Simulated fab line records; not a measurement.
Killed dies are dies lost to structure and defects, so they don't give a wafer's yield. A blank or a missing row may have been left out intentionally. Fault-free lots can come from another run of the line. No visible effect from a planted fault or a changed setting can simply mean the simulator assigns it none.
Which tool is to blame? :: flow gf180mcu :: at 1 step of a route of 602, 6 lots with 18 wafers sampled

## WHAT THE GAUGES SHOWED, per wafer
GF_MIM_THK_MEAS_06.
lot: L212
measured: day 25 00:41
on: film-metro-01
MIM_CVD_05_THK (nm): 42.3 42.8 43.1

lot: L215
measured: day 26 00:39
on: film-metro-01
MIM_CVD_05_THK (nm): 40.5 42.0 41.4

lot: L217
measured: day 26 16:26
on: film-metro-01
MIM_CVD_05_THK (nm): 42.0 42.9 42.5

lot: L219
measured: day 27 05:37
on: film-metro-04
MIM_CVD_05_THK (nm): 42.1 42.3 42.3

lot: L222
measured: day 28 13:10
on: film-metro-02
MIM_CVD_05_THK (nm): 42.4 41.8 43.1

lot: L229
measured: day 30 02:44
on: film-metro-02
MIM_CVD_05_THK (nm): 41.4 41.7 42.2

## TOOL THAT RAN EACH LOT (tool first, then ch and the chambers of the sampled wafers, then the start)
Before these readings, the record contains no process step.

## THE ANSWER, worked out from the rows above alone
Rule: the lots themselves supply what counts as usual. Put in order of their means at a reading, lots are off if they are a third of the lots or fewer, leave a main group of 4 or more, and stand apart from it by a gap of 3 or more times the standard deviation of the main group's means; of several such gaps the widest counts. If all means in a main group match to the digits the tables above print for the reading, that group is not used. Also off: a lot with no number at a reading for which 4 or more lots have one. Where the step has rows for the other lots, those lots are counted as sound.
No lot is off at any reading shown: from this, nothing can be told.

## WHAT WAS PUT IN BY THE SIMULATOR
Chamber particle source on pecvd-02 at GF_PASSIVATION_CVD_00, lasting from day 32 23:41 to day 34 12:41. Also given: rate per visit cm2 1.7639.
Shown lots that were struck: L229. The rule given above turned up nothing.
